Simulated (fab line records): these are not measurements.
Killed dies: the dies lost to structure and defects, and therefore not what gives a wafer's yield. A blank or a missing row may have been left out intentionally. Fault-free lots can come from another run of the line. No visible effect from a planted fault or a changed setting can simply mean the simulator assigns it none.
What tool caused it?	flow sky130	13 lots, 36 wafers sampled, at 5 steps of a route of 708

WHAT EACH GAUGE READ, for each wafer
Not one reading of a measure or inspect step in the record can be checked against a usual standard deviation.

WHAT TOOL EACH LOT RAN ON (gives the tool, then ch and the chambers of the sampled wafers, and finally the start)
lot	SKY_VT_ADJUST_NCORE_STRIP_10	SKY_CAP2M_METAL_ETCH_13	SKY_METAL4_DESCUM_15	SKY_METAL5_DESCUM_14	SKY_PAD_OPEN_PROBE_99
L412	plasma-asher-03 ch 0,1, day 9 03:26	rie-metal-04 ch 0,1, day 41 10:26	rie-metal-02 ch 0,1, day 42 10:47	rie-metal-01 ch 0,1, day 44 10:47	-
L413	plasma-asher-01 ch 0, day 9 10:43	rie-metal-02 ch 0,1, day 41 22:45	rie-metal-04 ch 0,1, day 42 23:13	rie-metal-01 ch 0,1, day 44 22:06	-
L414	plasma-asher-01 ch 0,1, day 9 12:40	rie-metal-03 ch 0,1, day 41 19:28	rie-metal-01 ch 0,1, day 42 19:25	rie-metal-03 ch 0,1, day 44 19:26	-
L415	plasma-asher-03 ch 0,1, day 9 20:46	rie-metal-04 ch 0,1, day 42 03:40	rie-metal-02 ch 0,1, day 43 03:30	rie-metal-04 ch 0,1, day 45 03:32	-
L416	plasma-asher-03 ch 0,1, day 10 00:49	rie-metal-03 ch 0,1, day 42 09:14	rie-metal-04 ch 0,1, day 43 09:27	rie-metal-01 ch 0,1, day 45 07:53	-
L418	plasma-asher-03 ch 0,1, day 10 11:50	rie-metal-03 ch 0,1, day 42 16:59	rie-metal-02 ch 0, day 43 16:53	rie-metal-04 ch 0, day 45 14:50	-
L419	plasma-asher-01 ch 0,1, day 10 20:35	rie-metal-02 ch 0,1, day 43 06:49	rie-metal-04 ch 1, day 44 06:11	rie-metal-04 ch 0,1, day 46 04:44	-
L421	plasma-asher-01 ch 0,1, day 11 06:29	rie-metal-03 ch 0,1, day 43 13:09	rie-metal-04 ch 0,1, day 44 12:13	rie-metal-03 ch 0,1, day 46 08:44	-
L420	plasma-asher-03 ch 0, day 11 07:23	rie-metal-03 ch 0,1, day 43 15:32	rie-metal-02 ch 0,1, day 44 15:22	rie-metal-01 ch 0, day 46 13:11	-
L422	plasma-asher-03 ch 0,1, day 11 15:38	rie-metal-04 ch 0,1, day 43 21:36	rie-metal-02 ch 0,1, day 44 20:07	rie-metal-01 ch 0,1, day 46 16:30	-
L433	plasma-asher-01 ch 0,1, day 15 02:34	rie-metal-03 ch 0,1, day 46 19:19	rie-metal-04 ch 0,1, day 47 15:50	rie-metal-01 ch 0,1, day 49 08:21	prober-01, day 50 21:31
L434	plasma-asher-01 ch 0,1, day 15 11:31	rie-metal-04 ch 0,1, day 47 00:13	rie-metal-04 ch 0,1, day 47 21:16	rie-metal-04 ch 0,1, day 49 12:56	prober-02, day 51 01:32
L435	plasma-asher-03 ch 0, day 15 15:12	rie-metal-02 ch 0,1, day 47 01:01	rie-metal-01 ch 0, day 47 22:21	rie-metal-03 ch 0,1, day 49 14:11	-
- SKY_VT_ADJUST_NCORE_STRIP_10: strips in O2/N2.
- SKY_CAP2M_METAL_ETCH_13: etches TiN in Cl2/BCl3, stops on SiO2, target depth 220 nm, time 62.9 s.
- SKY_METAL4_DESCUM_15: chemistry O2, time 8 s.
- SKY_METAL5_DESCUM_14: chemistry O2, time 11 s.
- SKY_PAD_OPEN_PROBE_99

WHAT THE TOOLS THEMSELVES READ (means of the sampled wafers that have a number; where no wafer has one, the mark that the record gives instead)
SKY_VT_ADJUST_NCORE_STRIP_10. Usual: drypump-motor-current-A 5.7 A, standard deviation 0.39; oes-product-au 0.715 a.u., standard deviation 0.0044; strip-time-to-endpoint-s 14.18 s, standard deviation 0.039.
lot	tool	drypump-motor-current-A (A)	oes-product-au (a.u.)	strip-time-to-endpoint-s (s)	flag
L412	plasma-asher-03	5.4	0.712	14.18	
L413	plasma-asher-01	5.4	0.716	14.15	
L414	plasma-asher-01	5.9	0.714	14.20	
L415	plasma-asher-03	5.4	0.713	14.19	
L416	plasma-asher-03	5.4	0.716	14.18	
L418	plasma-asher-03	5.3	0.712	14.18	
L419	plasma-asher-01	5.6	0.717	14.16	
L421	plasma-asher-01	5.9	0.719	14.14	
L420	plasma-asher-03	5.3	0.712	14.17	
L422	plasma-asher-03	5.5	0.716	14.18	
L433	plasma-asher-01	5.6	0.714	14.19	
L434	plasma-asher-01	5.6	0.712	14.12	
L435	plasma-asher-03	5.3	0.715	14.11	

SKY_CAP2M_METAL_ETCH_13. Usual: drypump-motor-current-A 5.5 A, standard deviation 0.45; oes-product-au 0.940 a.u., standard deviation 0.0068; throttle-valve-pct 21.901 %, standard deviation 0.0098.
lot	tool	drypump-motor-current-A (A)	oes-product-au (a.u.)	throttle-valve-pct (%)	flag
L412	rie-metal-04	5.7	0.938	21.900	
L413	rie-metal-02	5.1	0.952	21.900	
L414	rie-metal-03	5.4	0.943	21.897	
L415	rie-metal-04	5.7	0.948	21.909	
L416	rie-metal-03	5.4	0.928	21.897	
L418	rie-metal-03	5.5	0.941	21.886	
L419	rie-metal-02	5.1	0.938	21.903	
L421	rie-metal-03	5.4	0.948	21.900	
L420	rie-metal-03	5.5	0.944	21.911	
L422	rie-metal-04	5.4	0.945	21.898	
L433	rie-metal-03	5.4	0.951	21.885	
L434	rie-metal-04	5.4	0.938	21.899	
L435	rie-metal-02	5.3	0.946	21.886	

SKY_METAL4_DESCUM_15. Usual: drypump-motor-current-A 5.5 A, standard deviation 0.54; oes-product-au 1.002 a.u., standard deviation 0.0088.
lot	tool	drypump-motor-current-A (A)	oes-product-au (a.u.)	flag
L412	rie-metal-02	5.1	1.005	
L413	rie-metal-04	5.4	1.007	
L414	rie-metal-01	5.4	1.007	
L415	rie-metal-02	5.1	0.999	
L416	rie-metal-04	5.7	1.000	
L418	rie-metal-02	6.0	1.008	
L419	rie-metal-04	5.1	0.989	
L421	rie-metal-04	5.4	0.992	
L420	rie-metal-02	5.3	0.997	
L422	rie-metal-02	5.6	1.000	
L433	rie-metal-04	5.7	1.008	
L434	rie-metal-04	5.4	1.006	
L435	rie-metal-01	5.6	1.002	

SKY_METAL5_DESCUM_14. Usual: drypump-motor-current-A 5.4 A, standard deviation 0.4; oes-product-au 1.001 a.u., standard deviation 0.0098.
lot	tool	drypump-motor-current-A (A)	oes-product-au (a.u.)	flag
L412	rie-metal-01	5.4	1.005	
L413	rie-metal-01	5.2	0.999	
L414	rie-metal-03	5.6	0.995	
L415	rie-metal-04	5.4	1.003	
L416	rie-metal-01	5.4	0.999	
L418	rie-metal-04	6.1	1.015	
L419	rie-metal-04	5.4	1.003	
L421	rie-metal-03	5.4	1.003	
L420	rie-metal-01	5.6	0.999	
L422	rie-metal-01	5.3	0.993	
L433	rie-metal-01	5.2	1.004	
L434	rie-metal-04	5.4	1.008	
L435	rie-metal-03	5.5	0.991	

SKY_PAD_OPEN_PROBE_99. Usual: killed_at_M0_to_M3 44, standard deviation 6.3; killed_at_M4_up 3.1, standard deviation 1.8; killed-at-contacts 25, standard deviation 5.1; killed-at-front-end 15, standard deviation 4.1; killed-at-other 0.3, standard deviation 0.71; killed-dies 87, standard deviation 8.8; killed-open 47, standard deviation 6.8; killed-short 40, standard deviation 6.7.
lot	tool	killed_at_M0_to_M3	killed_at_M4_up	killed-at-contacts	killed-at-front-end	killed-at-other	killed-dies	killed-open	killed-short	flag
L433	prober-01	38	1.7	32	28	0.0	99	46	39	OFF
L434	prober-02	41	2.0	28	28	0.0	98	44	39	OFF

THE ANSWER, worked out from the rows above alone
Rule: take the mean of a lot's wafers that have a number; if it is more than 3 standard deviations from the usual mean, the lot is off. Also off: a lot with no number at a reading for which 4 or more lots have one. All remaining lots with rows at the step are treated as sound. Order of review: gauges by route order, followed by the tools' own readings, for which a lot's mean as printed above is used. The first step at which some lot is off is used, and at that step the reading that is off furthest; a lot without a number counts as furthest.
Off: L433, L434, at SKY_PAD_OPEN_PROBE_99 (killed-at-front-end). Neither off nor sound, because the step has no rows for them: L412, L413, L414, L415, L416, L418, L419, L421, L420, L422, L435.
A tool fits if, at that step or a process step before it, it ran every lot that is off, and no sound lot after the first of them. Undecided on this evidence; 2 tools fit (plasma-asher-01 at SKY_VT_ADJUST_NCORE_STRIP_10, rie-metal-04 at SKY_METAL4_DESCUM_15).

WHAT THE SIMULATOR HAD PUT IN
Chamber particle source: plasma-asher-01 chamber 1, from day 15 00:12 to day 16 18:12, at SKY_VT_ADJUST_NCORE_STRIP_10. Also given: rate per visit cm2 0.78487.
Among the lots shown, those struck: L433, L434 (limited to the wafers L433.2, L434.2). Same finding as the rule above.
